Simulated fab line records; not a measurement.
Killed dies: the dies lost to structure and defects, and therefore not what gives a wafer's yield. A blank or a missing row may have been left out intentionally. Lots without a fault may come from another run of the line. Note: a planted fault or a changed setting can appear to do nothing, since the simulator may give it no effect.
The tool behind it: which one? | flow sky130 | 45 wafers from 15 lots sampled at 3 of the route's 708 steps

WHAT EACH GAUGE READ, for each wafer
SKY_VIA2_RS_MEAS_22: measurement is done with a four-point probe.
lot  | measured     | on            | VIA2_W_RS (ohm/sq)
L429 | day 37 02:31 | film_metro-03 | 0.2712 0.2739 0.2717
L431 | day 37 19:49 | film_metro-04 | 0.2752 0.2750 0.2699
L434 | day 38 14:31 | film_metro-02 | 0.2700 0.2689 0.2696
L436 | day 39 01:44 | film_metro-02 | 0.2707 0.2705 0.2738
L435 | day 39 02:56 | film_metro-02 | 0.2725 0.2731 0.2685
L438 | day 39 22:21 | film_metro-03 | 0.2704 0.2722 0.2734
L439 | day 39 23:20 | film_metro-03 | 0.2676 0.2743 0.2732
L440 | day 40 09:35 | film_metro-04 | 0.2732 0.2713 0.2708
L444 | day 41 12:16 | film_metro-03 | 0.2740 0.2737 0.2745
L445 | day 41 19:54 | film_metro-02 | 0.2689 0.2704 0.2686
L446 | day 42 03:37 | film_metro-03 | 0.2720 0.2696 0.2735
L447 | day 42 06:06 | film_metro-02 | 0.2734 0.2735 0.2732
L448 | day 42 07:57 | film_metro-04 | 0.2778 0.2752 0.2790
L450 | day 43 07:18 | film_metro-04 | 0.2712 0.2742 0.2720
L451 | day 43 18:25 | film_metro-02 | 0.2760 0.2731 0.2731

SKY_VIA3_OVL_MEAS_13.
lot  | measured     | on         | VIA3_OVL (nm)
L429 | day 40 08:50 | overlay-02 | -2 2 -6
L431 | day 41 00:41 | overlay-02 | -4 2 2
L434 | day 41 20:32 | overlay-01 | -7 1 -9
L436 | day 42 05:53 | overlay-01 | -7 2 -5
L435 | day 42 07:05 | overlay-01 | -12 -6 -11
L438 | day 43 01:15 | overlay-01 | -2 -2 -7
L439 | day 43 02:20 | overlay-01 | 4 4 0
L440 | day 43 12:11 | overlay-02 | 7 2 6
L444 | day 44 13:11 | overlay-01 | -9 -5 -6
L445 | day 44 20:38 | overlay-01 | -3 -1 -2
L446 | day 45 02:17 | overlay-01 | -8 -11 -2
L447 | day 45 05:29 | overlay-01 | 6 2 2
L448 | day 45 06:59 | overlay-01 | 1 -9 -1
L450 | day 46 04:50 | overlay-01 | -8 -5 -9
L451 | day 46 14:35 | overlay-01 | 3 5 -2

SKY_VIA3_RS_MEAS_22: measurement is done with a four-point probe.
lot  | measured     | on            | VIA3_W_RS (ohm/sq)
L429 | day 40 09:46 | film_metro-03 | 0.2903 0.2914 0.2914
L431 | day 41 01:37 | film_metro-02 | 0.2939 0.2932 0.2935
L434 | day 41 21:27 | film_metro-01 | 0.2935 0.2890 0.2938
L436 | day 42 06:50 | film_metro-03 | 0.2954 0.2928 0.2953
L435 | day 42 08:02 | film_metro-02 | 0.2944 0.2933 0.2933
L438 | day 43 02:11 | film_metro-02 | 0.2957 0.2944 0.2958
L439 | day 43 03:17 | film_metro-02 | 0.2923 0.2939 0.2911
L440 | day 43 13:05 | film_metro-03 | 0.2916 0.2881 0.2891
L444 | day 44 14:10 | film_metro-03 | 0.2946 0.2922 0.2922
L445 | day 44 21:34 | film_metro-03 | 0.2886 0.2895 0.2878
L446 | day 45 03:32 | film_metro-01 | 0.2940 0.2903 0.2889
L447 | day 45 06:29 | film_metro-02 | 0.2926 0.2891 0.2906
L448 | day 45 07:58 | film_metro-01 | 0.2973 0.2930 0.2968
L450 | day 46 05:44 | film_metro-01 | 0.2907 0.2902 0.2895
L451 | day 46 15:29 | film_metro-02 | 0.2879 0.2926 0.2904

WHICH TOOL RAN EACH LOT (tool, then ch and the chambers of the sampled wafers, then the start)
The record holds no process step before these readings.

WHAT THE TOOLS THEMSELVES READ (means of the sampled wafers that have a number; where no wafer has one, the mark that the record gives instead)
The record holds no such reading with a usual standard deviation.

THE ANSWER, worked out from the rows above alone
Rule: usual is defined by the lots themselves. Put in order of their means at a reading, lots are off if they are a third of the lots or fewer, leave a main group of 4 or more, and stand apart from it by a gap of 3 or more times the standard deviation of the main group's means; of several such gaps the widest counts. Not used: any main group whose means are identical at the precision the tables above print for the reading. Also off: a lot with no number at a reading for which 4 or more lots have one. Where the step has rows for the other lots, those lots are counted as sound. After the gauges, taken in route order, come the tools' own readings; for these a lot's mean is taken, as printed above. At the first step where some lot is off, the reading lying furthest off is the one used; lots without a number count as furthest.
Across all readings shown, no lot is off: no conclusion can be drawn from this.

WHAT HAD BEEN PUT IN BY THE SIMULATOR
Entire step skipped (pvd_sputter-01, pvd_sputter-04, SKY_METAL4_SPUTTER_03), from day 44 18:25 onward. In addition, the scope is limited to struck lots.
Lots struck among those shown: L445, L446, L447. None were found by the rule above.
